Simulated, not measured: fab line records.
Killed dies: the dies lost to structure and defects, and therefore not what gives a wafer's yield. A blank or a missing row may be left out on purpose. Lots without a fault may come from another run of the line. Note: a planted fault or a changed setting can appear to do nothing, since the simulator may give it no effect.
A single fault, viewed from 2 desks / flow sky130 / what lay behind the numbers comes last; until then each desk has only its own

TOOL OWNER'S DESK, litho-track-04
The tool's own readings at SKY_VIA2_DEVELOP_11 (develop time 60 s): means of the sampled wafers that have a number, for each lot that ran on this tool. Any lot whose mean is over 4 standard deviations away from the usual mean is out of limits and marked OUT; that distance is given in the brackets.
Columns: A = chill-plate-temp-C at SKY_VIA2_DEVELOP_11, usual 23.02 C
lot=L326; first seen here=day 37 04:00; A=22.95
lot=L343; first seen here=day 42 04:00; A=23.02
lot=L345; first seen here=day 42 21:00; A=22.99
Result from this desk: across the 3 lots, nothing is out of limits.

THE METROLOGY DESK
Means of the sampled wafers that have a number, per lot and without regard to the tool the lot ran on: this is what the gauges read. Any lot whose mean is over 4 standard deviations away from the usual mean is out of limits and marked OUT; that distance is given in the brackets.
Columns: A = VIA2_HDPCVD_THK at SKY_VIA2_THK_MEAS_01, usual 1175 nm; B = VIA2_BOW at SKY_VIA2_BOW_MEAS_03, usual 85 um; C = cd-nm at SKY_VIA2_CD_MEAS_12, usual 199.9 nm; D = VIA2_OVL at SKY_VIA2_OVL_MEAS_13, usual -1 nm
lot=L325; first seen here=day 35 15:46; A=1155; B=87; C=199.1; D=1
lot=L326; first seen here=day 36 02:35; A=1176; B=80; C=199.0; D=-2
lot=L343; first seen here=day 41 04:42; A=1185; B=84; C=198.6; D=-2
lot=L345; first seen here=day 41 21:58; A=1168; B=90; C=198.2; D=-3
lot=L346; first seen here=day 42 09:58; A=1194; B=85; C=201.8; D=-7
lot=L347; first seen here=day 42 16:32; A=1194; B=88; C=201.0; D=6
Result from this desk: across the 6 lots, nothing is out of limits.

PUT TOGETHER
The desk of the tool owner found nothing out of limits.
Nothing out of limits was seen by the metrology desk.

WHAT THE SIMULATOR HAD PUT IN
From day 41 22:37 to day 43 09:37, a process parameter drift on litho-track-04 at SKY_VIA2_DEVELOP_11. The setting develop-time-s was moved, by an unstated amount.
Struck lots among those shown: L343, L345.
